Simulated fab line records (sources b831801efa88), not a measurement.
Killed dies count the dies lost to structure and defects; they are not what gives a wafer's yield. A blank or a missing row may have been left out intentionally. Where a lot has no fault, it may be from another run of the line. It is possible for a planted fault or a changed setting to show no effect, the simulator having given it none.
Lot-split experiment || flow sky130 || route with 708 steps; 5 lots, 23 wafers read

== ON THE SPLIT ==
At SKY_LI_CONTACT_SPUTTER_19 (material Ti, target thk 20 nm, time 106.37 s), the setting chamber-pressure-pa was moved away from the recipe's 5 Pa on 15 of the 23 wafers read, by -7.0% to +13.6%. This setting was run at the recipe's value on the other wafers.

The split's own step is where the reading is taken.

== THE READING ==
Ti_of_LI_CONTACT_SPUTTER_19.thk-nm (the simulator's own value, which no gauge read), in nm, at SKY_LI_CONTACT_SPUTTER_19 (material Ti, target thk 20 nm, time 106.37 s). The file gives no usual value for it. Across the 8 wafers here that went through the recipe, the average is 19.92 nm and the standard deviation 0.11 nm.

{"wafer": "L078.2", "tool, chamber at the split": "pvd-sputter-02, -", "chamber-pressure-pa as run, Pa": 5, "against the recipe": "recipe", "Ti_of_LI_CONTACT_SPUTTER_19.thk-nm, nm": 19.95, "against lot-mates on the recipe": "-"}
{"wafer": "L078.3", "tool, chamber at the split": "pvd-sputter-02, -", "chamber-pressure-pa as run, Pa": 5, "against the recipe": "recipe", "Ti_of_LI_CONTACT_SPUTTER_19.thk-nm, nm": 19.79, "against lot-mates on the recipe": "-"}
{"wafer": "L078.6", "tool, chamber at the split": "pvd-sputter-02, -", "chamber-pressure-pa as run, Pa": 5, "against the recipe": "recipe", "Ti_of_LI_CONTACT_SPUTTER_19.thk-nm, nm": 19.93, "against lot-mates on the recipe": "-"}
{"wafer": "L079.1", "tool, chamber at the split": "pvd-sputter-02, -", "chamber-pressure-pa as run, Pa": 5.48, "against the recipe": "+9.6%", "Ti_of_LI_CONTACT_SPUTTER_19.thk-nm, nm": 18.32, "against lot-mates on the recipe": "no lot-mate on the recipe"}
{"wafer": "L079.2", "tool, chamber at the split": "pvd-sputter-02, -", "chamber-pressure-pa as run, Pa": 5.48, "against the recipe": "+9.6%", "Ti_of_LI_CONTACT_SPUTTER_19.thk-nm, nm": 18.14, "against lot-mates on the recipe": "no lot-mate on the recipe"}
{"wafer": "L079.4", "tool, chamber at the split": "pvd-sputter-02, -", "chamber-pressure-pa as run, Pa": 5.48, "against the recipe": "+9.6%", "Ti_of_LI_CONTACT_SPUTTER_19.thk-nm, nm": 18.55, "against lot-mates on the recipe": "no lot-mate on the recipe"}
{"wafer": "L079.5", "tool, chamber at the split": "pvd-sputter-02, -", "chamber-pressure-pa as run, Pa": 5.48, "against the recipe": "+9.6%", "Ti_of_LI_CONTACT_SPUTTER_19.thk-nm, nm": 18.39, "against lot-mates on the recipe": "no lot-mate on the recipe"}
{"wafer": "L079.6", "tool, chamber at the split": "pvd-sputter-02, -", "chamber-pressure-pa as run, Pa": 5.48, "against the recipe": "+9.6%", "Ti_of_LI_CONTACT_SPUTTER_19.thk-nm, nm": 18.23, "against lot-mates on the recipe": "no lot-mate on the recipe"}
{"wafer": "L080.1", "tool, chamber at the split": "pvd-sputter-03, -", "chamber-pressure-pa as run, Pa": 5.682, "against the recipe": "+13.6%", "Ti_of_LI_CONTACT_SPUTTER_19.thk-nm, nm": 17.75, "against lot-mates on the recipe": "no lot-mate on the recipe"}
{"wafer": "L080.2", "tool, chamber at the split": "pvd-sputter-03, -", "chamber-pressure-pa as run, Pa": 5.682, "against the recipe": "+13.6%", "Ti_of_LI_CONTACT_SPUTTER_19.thk-nm, nm": 17.64, "against lot-mates on the recipe": "no lot-mate on the recipe"}
{"wafer": "L080.4", "tool, chamber at the split": "pvd-sputter-03, -", "chamber-pressure-pa as run, Pa": 5.682, "against the recipe": "+13.6%", "Ti_of_LI_CONTACT_SPUTTER_19.thk-nm, nm": 17.44, "against lot-mates on the recipe": "no lot-mate on the recipe"}
{"wafer": "L080.5", "tool, chamber at the split": "pvd-sputter-03, -", "chamber-pressure-pa as run, Pa": 5.682, "against the recipe": "+13.6%", "Ti_of_LI_CONTACT_SPUTTER_19.thk-nm, nm": 17.48, "against lot-mates on the recipe": "no lot-mate on the recipe"}
{"wafer": "L080.6", "tool, chamber at the split": "pvd-sputter-03, -", "chamber-pressure-pa as run, Pa": 5.682, "against the recipe": "+13.6%", "Ti_of_LI_CONTACT_SPUTTER_19.thk-nm, nm": 17.58, "against lot-mates on the recipe": "no lot-mate on the recipe"}
{"wafer": "L081.1", "tool, chamber at the split": "pvd-sputter-02, -", "chamber-pressure-pa as run, Pa": 5, "against the recipe": "recipe", "Ti_of_LI_CONTACT_SPUTTER_19.thk-nm, nm": 19.99, "against lot-mates on the recipe": "-"}
{"wafer": "L081.2", "tool, chamber at the split": "pvd-sputter-02, -", "chamber-pressure-pa as run, Pa": 5, "against the recipe": "recipe", "Ti_of_LI_CONTACT_SPUTTER_19.thk-nm, nm": 20.15, "against lot-mates on the recipe": "-"}
{"wafer": "L081.3", "tool, chamber at the split": "pvd-sputter-02, -", "chamber-pressure-pa as run, Pa": 5, "against the recipe": "recipe", "Ti_of_LI_CONTACT_SPUTTER_19.thk-nm, nm": 19.93, "against lot-mates on the recipe": "-"}
{"wafer": "L081.4", "tool, chamber at the split": "pvd-sputter-02, -", "chamber-pressure-pa as run, Pa": 5, "against the recipe": "recipe", "Ti_of_LI_CONTACT_SPUTTER_19.thk-nm, nm": 19.8, "against lot-mates on the recipe": "-"}
{"wafer": "L081.5", "tool, chamber at the split": "pvd-sputter-02, -", "chamber-pressure-pa as run, Pa": 5, "against the recipe": "recipe", "Ti_of_LI_CONTACT_SPUTTER_19.thk-nm, nm": 19.81, "against lot-mates on the recipe": "-"}
{"wafer": "L085.1", "tool, chamber at the split": "pvd-sputter-03, -", "chamber-pressure-pa as run, Pa": 4.648, "against the recipe": "-7.0%", "Ti_of_LI_CONTACT_SPUTTER_19.thk-nm, nm": 21.36, "against lot-mates on the recipe": "no lot-mate on the recipe"}
{"wafer": "L085.2", "tool, chamber at the split": "pvd-sputter-03, -", "chamber-pressure-pa as run, Pa": 4.648, "against the recipe": "-7.0%", "Ti_of_LI_CONTACT_SPUTTER_19.thk-nm, nm": 21.55, "against lot-mates on the recipe": "no lot-mate on the recipe"}
{"wafer": "L085.3", "tool, chamber at the split": "pvd-sputter-03, -", "chamber-pressure-pa as run, Pa": 4.648, "against the recipe": "-7.0%", "Ti_of_LI_CONTACT_SPUTTER_19.thk-nm, nm": 21.01, "against lot-mates on the recipe": "no lot-mate on the recipe"}
{"wafer": "L085.4", "tool, chamber at the split": "pvd-sputter-03, -", "chamber-pressure-pa as run, Pa": 4.648, "against the recipe": "-7.0%", "Ti_of_LI_CONTACT_SPUTTER_19.thk-nm, nm": 21.12, "against lot-mates on the recipe": "no lot-mate on the recipe"}
{"wafer": "L085.5", "tool, chamber at the split": "pvd-sputter-03, -", "chamber-pressure-pa as run, Pa": 4.648, "against the recipe": "-7.0%", "Ti_of_LI_CONTACT_SPUTTER_19.thk-nm, nm": 21.33, "against lot-mates on the recipe": "no lot-mate on the recipe"}

THE FIT
A straight line over all 23 wafers: Ti_of_LI_CONTACT_SPUTTER_19.thk-nm changes by -0.176 nm for each +1% of chamber-pressure-pa; r = -0.99; the points scatter about the line by 0.15 nm.
Too few moved wafers with a lot-mate on the recipe to fit a line net of each lot's own level.

== FILE'S OWN FIT ==
Ti_of_LI_CONTACT_SPUTTER_19.thk-nm changes by -0.176 nm for each +1% of chamber-pressure-pa, r = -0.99.
